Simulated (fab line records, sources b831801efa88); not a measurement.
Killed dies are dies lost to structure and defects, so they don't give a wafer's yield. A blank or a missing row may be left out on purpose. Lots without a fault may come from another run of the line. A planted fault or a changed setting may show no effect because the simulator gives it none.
Which tool did it? | flow sky130 | 24 lots, 72 wafers sampled, at 4 steps of a route of 708

WHAT THE GAUGES READ, wafer by wafer
SKY_VIA3_RS_MEAS_22: measures by four-point-probe. Usual: VIA3_W_RS 0.292 ohm/sq, standard deviation 0.0039.
lot  | measured     | on            | VIA3_W_RS (ohm/sq) | flag
L074 | day 39 11:25 | film_metro-01 | 0.296 0.292 0.293  |
L075 | day 40 04:05 | film_metro-02 | 0.298 0.295 0.300  |
L076 | day 40 05:27 | film_metro-03 | 0.291 0.296 0.290  |
L077 | day 40 20:25 | film_metro-02 | 0.293 0.290 0.298  |
L078 | day 40 21:14 | film_metro-03 | 0.289 0.291 0.291  |
L079 | day 41 11:25 | film_metro-03 | 0.293 0.292 0.290  |
L080 | day 41 12:49 | film_metro-01 | 0.300 0.292 0.298  |
L081 | day 41 19:01 | film_metro-01 | 0.291 0.296 0.295  |
L083 | day 42 14:25 | film_metro-01 | 0.291 0.292 0.293  |
L082 | day 42 15:54 | film_metro-03 | 0.292 0.292 0.292  |
L084 | day 43 00:45 | film_metro-02 | 0.295 0.295 0.294  |
L085 | day 43 01:25 | film_metro-03 | 0.296 0.299 0.290  |
L086 | day 43 06:36 | film_metro-03 | 0.291 0.285 0.291  |
L087 | day 43 11:52 | film_metro-01 | 0.287 0.286 0.291  |
L088 | day 43 19:14 | film_metro-02 | 0.287 0.292 0.289  |
L089 | day 44 03:43 | film_metro-02 | 0.301 0.299 0.297  |
L090 | day 44 10:14 | film_metro-01 | 0.286 0.287 0.286  |
L092 | day 44 13:53 | film_metro-03 | 0.288 0.282 0.289  |
L091 | day 44 17:12 | film_metro-02 | 0.297 0.286 0.297  |
L093 | day 45 01:22 | film_metro-01 | 0.285 0.290 0.292  |
L094 | day 45 06:00 | film_metro-02 | 0.291 0.291 0.289  |
L095 | day 45 10:14 | film_metro-02 | 0.287 0.289 0.287  |
L096 | day 45 20:26 | film_metro-02 | 0.294 0.291 0.295  |
L097 | day 46 02:56 | film_metro-01 | 0.293 0.290 0.288  |

SKY_VIA4_RS_MEAS_19: measures by four-point-probe. Usual: VIA4_W_RS 0.221 ohm/sq, standard deviation 0.0035.
lot  | measured     | on            | VIA4_W_RS (ohm/sq) | flag
L074 | day 42 16:19 | film_metro-01 | 0.221 0.220 0.224  |
L075 | day 43 06:06 | film_metro-03 | 0.222 0.220 0.220  |
L076 | day 43 07:20 | film_metro-03 | 0.219 0.222 0.216  |
L077 | day 43 22:07 | film_metro-03 | 0.223 0.225 0.218  |
L078 | day 43 22:41 | film_metro-04 | 0.221 0.218 0.225  |
L079 | day 44 12:27 | film_metro-01 | 0.220 0.215 0.225  |
L080 | day 44 13:27 | film_metro-01 | 0.218 0.217 0.227  |
L081 | day 44 19:50 | film_metro-04 | 0.220 0.217 0.223  |
L083 | day 45 13:44 | film_metro-03 | 0.216 0.220 0.217  |
L082 | day 45 14:24 | film_metro-04 | 0.217 0.219 0.218  |
L084 | day 45 22:11 | film_metro-01 | 0.223 0.224 0.217  |
L085 | day 45 22:14 | film_metro-04 | 0.225 0.226 0.220  |
L086 | day 46 03:02 | film_metro-04 | 0.223 0.218 0.215  |
L087 | day 46 08:16 | film_metro-01 | 0.225 0.225 0.223  |
L088 | day 46 15:14 | film_metro-03 | 0.217 0.224 0.217  |
L089 | day 46 23:12 | film_metro-04 | 0.224 0.216 0.223  |
L090 | day 47 04:43 | film_metro-03 | 0.224 0.216 0.224  |
L092 | day 47 08:14 | film_metro-01 | 0.217 0.223 0.218  |
L091 | day 47 11:35 | film_metro-03 | 0.226 0.218 0.225  |
L093 | day 47 18:27 | film_metro-04 | 0.225 0.225 0.226  |
L094 | day 47 23:14 | film_metro-01 | 0.224 0.225 0.227  |
L095 | day 48 02:18 | film_metro-04 | 0.224 0.218 0.218  |
L096 | day 48 13:08 | film_metro-04 | 0.219 0.217 0.219  |
L097 | day 48 17:44 | film_metro-04 | 0.215 0.224 0.216  |

WHICH TOOL RAN EACH LOT (tool, then ch and the chambers of the sampled wafers, then the start)
lot  | SKY_METAL4_SPUTTER_02        | SKY_VIA4_STRIP_13
L074 | pvd_sputter-04, day 39 11:55 | plasma_asher-02 ch 0,1, day 42 15:25
L075 | pvd_sputter-01, day 40 04:34 | plasma_asher-03 ch 0,1, day 43 05:07
L076 | pvd_sputter-04, day 40 05:59 | plasma_asher-04 ch 1, day 43 06:32
L077 | pvd_sputter-01, day 40 20:55 | plasma_asher-02 ch 0,1, day 43 21:19
L078 | pvd_sputter-04, day 40 21:46 | plasma_asher-03 ch 0,1, day 43 21:53
L079 | pvd_sputter-01, day 41 11:57 | plasma_asher-04 ch 0, day 44 11:35
L080 | pvd_sputter-03, day 41 13:35 | plasma_asher-02 ch 0,1, day 44 12:35
L081 | pvd_sputter-04, day 41 19:52 | plasma_asher-04 ch 0,1, day 44 18:59
L083 | pvd_sputter-03, day 42 14:55 | plasma_asher-03 ch 1, day 45 12:53
L082 | pvd_sputter-01, day 42 16:26 | plasma_asher-02 ch 0,1, day 45 13:35
L084 | pvd_sputter-03, day 43 01:17 | plasma_asher-04 ch 0,1, day 45 21:23
L085 | pvd_sputter-04, day 43 01:56 | plasma_asher-02 ch 0,1, day 45 21:26
L086 | pvd_sputter-04, day 43 07:08 | plasma_asher-04 ch 0,1, day 46 02:14
L087 | pvd_sputter-03, day 43 12:24 | plasma_asher-02 ch 0,1, day 46 07:26
L088 | pvd_sputter-01, day 43 19:46 | plasma_asher-02 ch 0,1, day 46 14:26
L089 | pvd_sputter-03, day 44 04:13 | plasma_asher-04 ch 0, day 46 22:23
L090 | pvd_sputter-04, day 44 10:46 | plasma_asher-02 ch 0,1, day 47 03:53
L092 | pvd_sputter-01, day 44 14:24 | plasma_asher-04 ch 0,1, day 47 07:26
L091 | pvd_sputter-03, day 44 17:44 | plasma_asher-04 ch 0,1, day 47 10:47
L093 | pvd_sputter-03, day 45 01:54 | plasma_asher-02 ch 0,1, day 47 17:29
L094 | pvd_sputter-04, day 45 06:32 | plasma_asher-02 ch 0,1, day 47 22:17
L095 | pvd_sputter-03, day 45 10:44 | plasma_asher-03 ch 0,1, day 48 01:29
L096 | pvd_sputter-03, day 45 20:56 | plasma_asher-04 ch 0,1, day 48 12:02
L097 | pvd_sputter-03, day 46 03:28 | plasma_asher-04 ch 0,1, day 48 16:56
- SKY_METAL4_SPUTTER_02: material AlCu, target thk 735 nm, time 40.15 s.
- SKY_VIA4_STRIP_13: strips in O2/N2.

WHAT THE TOOLS THEMSELVES READ (means of the sampled wafers that have a number; where no wafer has one, the mark that the record gives instead)
SKY_METAL4_SPUTTER_02. Usual: throttle_valve_pct 30.0 %, standard deviation 0.98.
lot  | tool           | throttle_valve_pct (%) | flag
L074 | pvd_sputter-04 | 30.1                   |
L075 | pvd_sputter-01 | 30.8                   |
L076 | pvd_sputter-04 | 29.5                   |
L077 | pvd_sputter-01 | 30.4                   |
L078 | pvd_sputter-04 | 29.8                   |
L079 | pvd_sputter-01 | 29.9                   |
L080 | pvd_sputter-03 | 29.8                   |
L081 | pvd_sputter-04 | 29.2                   |
L083 | pvd_sputter-03 | 30.6                   |
L082 | pvd_sputter-01 | 29.4                   |
L084 | pvd_sputter-03 | 29.9                   |
L085 | pvd_sputter-04 | 29.8                   |
L086 | pvd_sputter-04 | 29.6                   |
L087 | pvd_sputter-03 | 30.1                   |
L088 | pvd_sputter-01 | 30.7                   |
L089 | pvd_sputter-03 | 30.4                   |
L090 | pvd_sputter-04 | 30.9                   |
L092 | pvd_sputter-01 | 30.1                   |
L091 | pvd_sputter-03 | 30.2                   |
L093 | pvd_sputter-03 | 29.8                   |
L094 | pvd_sputter-04 | 29.2                   |
L095 | pvd_sputter-03 | 30.4                   |
L096 | pvd_sputter-03 | 30.4                   |
L097 | pvd_sputter-03 | 31.0                   |

SKY_VIA4_STRIP_13. Usual: drypump_motor_current_A 6.1 A, standard deviation 0.58; oes_product_au 0.710 a.u., standard deviation 0.0046; strip_time_to_endpoint_s 12.806 s, standard deviation 0.029.
lot  | tool            | drypump_motor_current_A (A) | oes_product_au (a.u.) | strip_time_to_endpoint_s (s) | flag
L074 | plasma_asher-02 | 6.3                         | 0.712                 | 12.781                       |
L075 | plasma_asher-03 | 5.2                         | 0.712                 | 12.791                       |
L076 | plasma_asher-04 | 6.1                         | 0.713                 | 12.788                       |
L077 | plasma_asher-02 | 6.3                         | 0.709                 | 12.810                       |
L078 | plasma_asher-03 | 5.2                         | 0.714                 | 12.791                       |
L079 | plasma_asher-04 | 6.6                         | 0.710                 | 12.785                       |
L080 | plasma_asher-02 | 5.9                         | 0.705                 | 12.826                       |
L081 | plasma_asher-04 | 6.5                         | 0.708                 | 12.799                       |
L083 | plasma_asher-03 | 5.5                         | 0.709                 | 12.796                       |
L082 | plasma_asher-02 | 6.3                         | 0.709                 | 12.780                       |
L084 | plasma_asher-04 | 6.3                         | 0.708                 | 12.803                       |
L085 | plasma_asher-02 | 5.9                         | 0.710                 | 12.821                       |
L086 | plasma_asher-04 | 6.5                         | 0.709                 | 12.790                       |
L087 | plasma_asher-02 | 5.9                         | 0.715                 | 12.805                       |
L088 | plasma_asher-02 | 5.9                         | 0.706                 | 12.794                       |
L089 | plasma_asher-04 | 6.6                         | 0.712                 | 12.819                       |
L090 | plasma_asher-02 | 6.3                         | 0.709                 | 12.851                       |
L092 | plasma_asher-04 | 6.5                         | 0.705                 | 12.800                       |
L091 | plasma_asher-04 | 6.5                         | 0.709                 | 12.789                       |
L093 | plasma_asher-02 | 6.3                         | 0.711                 | 12.798                       |
L094 | plasma_asher-02 | 6.3                         | 0.708                 | 12.799                       |
L095 | plasma_asher-03 | 5.4                         | 0.708                 | 12.779                       |
L096 | plasma_asher-04 | 6.3                         | 0.714                 | 12.840                       |
L097 | plasma_asher-04 | 6.3                         | 0.711                 | 12.827                       |

THE ANSWER, worked out from the rows above alone
Rule: a lot is off if the mean of its wafers that have a number lies more than 3 standard deviations from the usual mean. A lot without any number at a reading at which 4 lots or more have one is off too. The other lots that the step has rows for count as sound. The gauges are gone through in route order, then the tools' own readings, and for those a lot's mean is taken as printed above. The first step at which some lot is off is used, and at that step the reading that is off furthest; a lot without a number counts as furthest.
No lot is off at any reading shown: from this, nothing can be told.

WHAT THE SIMULATOR HAD PUT IN
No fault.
